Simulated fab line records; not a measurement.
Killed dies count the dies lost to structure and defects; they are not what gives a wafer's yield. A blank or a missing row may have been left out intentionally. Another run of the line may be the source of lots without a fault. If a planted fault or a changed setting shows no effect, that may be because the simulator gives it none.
Shared-tool check / flow gf180mcu / 13 lots, 39 wafers sampled

== THE REASON FOR OPENING IT ==
At GF_MVPSD_TW_MEAS_11 the reading MVPSD_TW is flagged on 2 of 13 lots. Wafers without a fault read 558.8, standard deviation 2.7.
Rule: a lot gets a flag if all its wafers with a number sit over 4 standard deviations from that mean, or if no wafer of it has a number. All remaining lots are regarded as sound.

lot=L338; measured=day 5 12:41; on=film_metro-02; MVPSD_TW, wafer by wafer=563.2 560.7 559.2; flag=
lot=L339; measured=day 5 17:23; on=film_metro-03; MVPSD_TW, wafer by wafer=558.9 559.1 557.3; flag=
lot=L341; measured=day 6 07:25; on=film_metro-03; MVPSD_TW, wafer by wafer=560.9 564.0 562.2; flag=
lot=L343; measured=day 6 19:26; on=film_metro-01; MVPSD_TW, wafer by wafer=556.0 554.5 553.7; flag=
lot=L348; measured=day 8 02:29; on=film_metro-03; MVPSD_TW, wafer by wafer=413.7 413.3 412.1; flag=FLAGGED
lot=L349; measured=day 8 07:38; on=film_metro-03; MVPSD_TW, wafer by wafer=413.3 414.4 411.8; flag=FLAGGED
lot=L352; measured=day 9 01:20; on=film_metro-01; MVPSD_TW, wafer by wafer=552.2 554.4 553.7; flag=
lot=L353; measured=day 9 08:02; on=film_metro-03; MVPSD_TW, wafer by wafer=558.7 562.6 559.3; flag=
lot=L354; measured=day 9 11:52; on=film_metro-03; MVPSD_TW, wafer by wafer=561.6 561.8 562.6; flag=
lot=L355; measured=day 9 18:27; on=film_metro-03; MVPSD_TW, wafer by wafer=559.1 560.1 561.3; flag=
lot=L357; measured=day 10 07:25; on=film_metro-01; MVPSD_TW, wafer by wafer=560.5 556.0 560.3; flag=
lot=L358; measured=day 10 13:14; on=film_metro-02; MVPSD_TW, wafer by wafer=560.1 564.1 562.8; flag=
lot=L359; measured=day 10 19:10; on=film_metro-03; MVPSD_TW, wafer by wafer=561.1 557.0 559.4; flag=
The numbers of the flagged lots are 413.1 on average: -145.7 against the usual, or -54 standard deviations.

== WHICH TOOL RAN EACH LOT ==
The record keeps 1 process step preceding the reading, out of 602 steps on the route. Every cell lists first the tool, next ch and the chambers used by the sampled wafers, and last the start.
lot=L338; flag=; GF_MVPSD_IMPLANT_08=implanter-02 ch 0, day 5 12:17
lot=L339; flag=; GF_MVPSD_IMPLANT_08=implanter-01 ch 0, day 5 17:02
lot=L341; flag=; GF_MVPSD_IMPLANT_08=implanter-04 ch 0, day 6 07:01
lot=L343; flag=; GF_MVPSD_IMPLANT_08=implanter-02 ch 0, day 6 19:04
lot=L348; flag=FLAGGED; GF_MVPSD_IMPLANT_08=implanter-01 ch 0, day 8 02:07
lot=L349; flag=FLAGGED; GF_MVPSD_IMPLANT_08=implanter-01 ch 0, day 8 07:17
lot=L352; flag=; GF_MVPSD_IMPLANT_08=implanter-02 ch 0, day 9 00:58
lot=L353; flag=; GF_MVPSD_IMPLANT_08=implanter-02 ch 0, day 9 07:38
lot=L354; flag=; GF_MVPSD_IMPLANT_08=implanter-02 ch 0, day 9 11:29
lot=L355; flag=; GF_MVPSD_IMPLANT_08=implanter-02 ch 0, day 9 18:05
lot=L357; flag=; GF_MVPSD_IMPLANT_08=implanter-04 ch 0, day 10 07:01
lot=L358; flag=; GF_MVPSD_IMPLANT_08=implanter-04 ch 0, day 10 12:50
lot=L359; flag=; GF_MVPSD_IMPLANT_08=implanter-02 ch 0, day 10 18:46
These steps, and what they do:
- GF_MVPSD_IMPLANT_08
- GF_MVPSD_TW_MEAS_11

== FLAGGED OVER TOTAL, TOOL BY TOOL (the gauges that took the reading come last) ==
step=GF_MVPSD_IMPLANT_08; tool=implanter-01; lots run=3; flagged=2; share of the flagged lots=all; sound lots run after its first flagged lot=0
step=GF_MVPSD_IMPLANT_08; tool=implanter-02; lots run=7; flagged=0; share of the flagged lots=none; sound lots run after its first flagged lot=-
step=GF_MVPSD_IMPLANT_08; tool=implanter-04; lots run=3; flagged=0; share of the flagged lots=none; sound lots run after its first flagged lot=-
step=GF_MVPSD_TW_MEAS_11; tool=film_metro-01; lots run=3; flagged=0; share of the flagged lots=none; sound lots run after its first flagged lot=-
step=GF_MVPSD_TW_MEAS_11; tool=film_metro-02; lots run=2; flagged=0; share of the flagged lots=none; sound lots run after its first flagged lot=-
step=GF_MVPSD_TW_MEAS_11; tool=film_metro-03; lots run=8; flagged=2; share of the flagged lots=all; sound lots run after its first flagged lot=4 (L353,L354,L355,L359)

== WHAT THE TABLE PERMITS ==
Rows of the table that ran all the flagged lots, 2 in number: implanter-01 at GF_MVPSD_IMPLANT_08; film_metro-03 at GF_MVPSD_TW_MEAS_11.
- implanter-01 at GF_MVPSD_IMPLANT_08 ran 3 lots, 2 of them flagged. Its last sound lot is L339 (day 5 17:02), its first flagged lot L348 (day 8 02:07): a fault that began between those two fits. Its own readings lie more than 4 standard deviations out on every wafer of the flagged lots: dose_ions_cm2, faraday_current_uA.
- film_metro-03 at GF_MVPSD_TW_MEAS_11 ran 8 lots, 2 of them flagged. Lots that were sound ran on it after the first flagged one (L353, L354, L355, L359); a persistent fault on the entire tool would not allow that.
implanter-01 at GF_MVPSD_IMPLANT_08 is the single tool remaining.

== WHAT THE SIMULATOR HAD PUT IN ==
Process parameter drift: implanter-01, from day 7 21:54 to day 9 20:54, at GF_MVPSD_IMPLANT_08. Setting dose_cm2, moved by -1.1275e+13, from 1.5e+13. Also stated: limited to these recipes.
Struck lots among those shown: L348, L349. The rule above reached the same finding.
